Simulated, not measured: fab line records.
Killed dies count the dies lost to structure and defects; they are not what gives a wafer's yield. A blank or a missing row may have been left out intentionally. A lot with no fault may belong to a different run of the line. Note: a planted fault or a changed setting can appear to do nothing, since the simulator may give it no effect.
Which tool did it? -- flow sky130 -- 15 lots with 45 wafers sampled at 3 steps, on a route of 708 steps

WHAT THE GAUGES SHOWED, per wafer
SKY_LI_CONTACT_CD_MEAS_12 targets a cd of 170 nm. Usual: cdNm 170.1 nm, standard deviation 1.6.
lot,measured,on,cdNm (nm),flag
L453,day 29 04:56,cdSem-02,171.8 171.3 170.6,
L455,day 30 00:56,cdSem-01,167.5 169.8 168.8,
L457,day 30 20:38,cdSem-02,170.3 170.1 169.7,
L458,day 31 10:52,cdSem-01,168.1 169.8 168.1,
L459,day 31 11:01,cdSem-01,170.2 170.7 170.0,
L460,day 31 12:27,cdSem-01,169.3 169.1 169.6,
L461,day 32 20:55,cdSem-01,170.5 170.9 170.0,
L462,day 32 21:35,cdSem-01,171.9 173.0 171.7,
L463,day 32 22:20,cdSem-01,168.8 168.8 168.4,
L465,day 33 11:17,cdSem-02,168.6 168.0 169.1,
L466,day 34 05:28,cdSem-02,172.7 173.6 174.0,
L467,day 34 06:20,cdSem-02,170.3 168.8 169.0,
L470,day 34 20:56,cdSem-01,168.5 169.9 170.2,
L471,day 35 07:19,cdSem-01,170.3 168.4 168.4,
L476,day 36 14:34,cdSem-02,168.3 169.4 169.4,

SKY_LI_CONTACT_OVL_MEAS_13. Usual: LI_CONTACT_OVL gives 1 nm (standard deviation 5.4).
lot,measured,on,LI_CONTACT_OVL (nm),flag
L453,day 29 05:03,overlay-02,6 0 4,
L455,day 30 01:03,overlay-02,2 1 0,
L457,day 30 20:42,overlay-01,3 4 8,
L458,day 31 10:59,overlay-01,1 1 0,
L459,day 31 11:07,overlay-01,3 0 2,
L460,day 31 12:33,overlay-01,3 4 4,
L461,day 32 21:02,overlay-02,-2 -8 1,
L462,day 32 21:42,overlay-01,-1 12 1,
L463,day 32 22:27,overlay-01,5 8 5,
L465,day 33 11:24,overlay-01,7 1 1,
L466,day 34 05:35,overlay-01,3 5 0,
L467,day 34 06:27,overlay-02,-9 -8 -4,
L470,day 34 21:03,overlay-02,-2 -4 0,
L471,day 35 07:26,overlay-01,5 6 1,
L476,day 36 14:41,overlay-01,6 3 8,

SKY_LOCAL_INTERCONNECT_THK_MEAS_02: measures by xrf. Usual: LOCAL_INTERCONNECT_TIN_THK gives 98.3 nm (standard deviation 1.2).
lot,measured,on,LOCAL_INTERCONNECT_TIN_THK (nm),flag
L453,day 29 06:26,filmMetro-04,97.6 97.7 96.8,
L455,day 30 02:26,filmMetro-03,97.8 98.2 97.3,
L457,day 30 22:06,filmMetro-02,97.1 97.7 95.0,
L458,day 31 12:22,filmMetro-04,97.6 99.4 99.5,
L459,day 31 12:30,filmMetro-03,99.4 97.9 98.7,
L460,day 31 13:56,filmMetro-04,98.7 97.2 99.2,
L461,day 32 22:25,filmMetro-02,98.9 99.3 96.3,
L462,day 32 23:05,filmMetro-02,96.1 97.7 97.4,
L463,day 32 23:50,filmMetro-02,98.9 99.7 99.5,
L465,day 33 12:47,filmMetro-03,98.2 98.1 98.7,
L466,day 34 06:58,filmMetro-02,98.3 98.8 98.5,
L467,day 34 07:50,filmMetro-04,98.0 99.2 99.0,
L470,day 34 22:26,filmMetro-02,98.3 98.4 97.9,
L471,day 35 08:49,filmMetro-04,99.8 100.6 100.0,
L476,day 36 16:08,filmMetro-03,96.9 97.2 97.4,

EACH LOT AND THE TOOL THAT RAN IT (in order: tool; ch and the chambers of the sampled wafers; start)
No process step before these readings appears in the record.

AS READ BY THE TOOLS THEMSELVES (means over the sampled wafers that have a number; for cases with no such wafer, the mark the record gives instead)
The record holds no such reading with a usual standard deviation.

THE ANSWER, worked out from the rows above alone
Rule: lot off if the mean of its wafers having a number is beyond 3 standard deviations from the usual mean. Also off: a lot with no number at a reading for which 4 or more lots have one. The other lots that the step has rows for count as sound. First the gauges in route order, then the tools' own readings, where a lot's mean is used as printed above. At the first step where some lot is off, the reading lying furthest off is the one used; lots without a number count as furthest.
None of the lots is off at any reading shown; this tells nothing.

WHAT HAD BEEN PUT IN BY THE SIMULATOR
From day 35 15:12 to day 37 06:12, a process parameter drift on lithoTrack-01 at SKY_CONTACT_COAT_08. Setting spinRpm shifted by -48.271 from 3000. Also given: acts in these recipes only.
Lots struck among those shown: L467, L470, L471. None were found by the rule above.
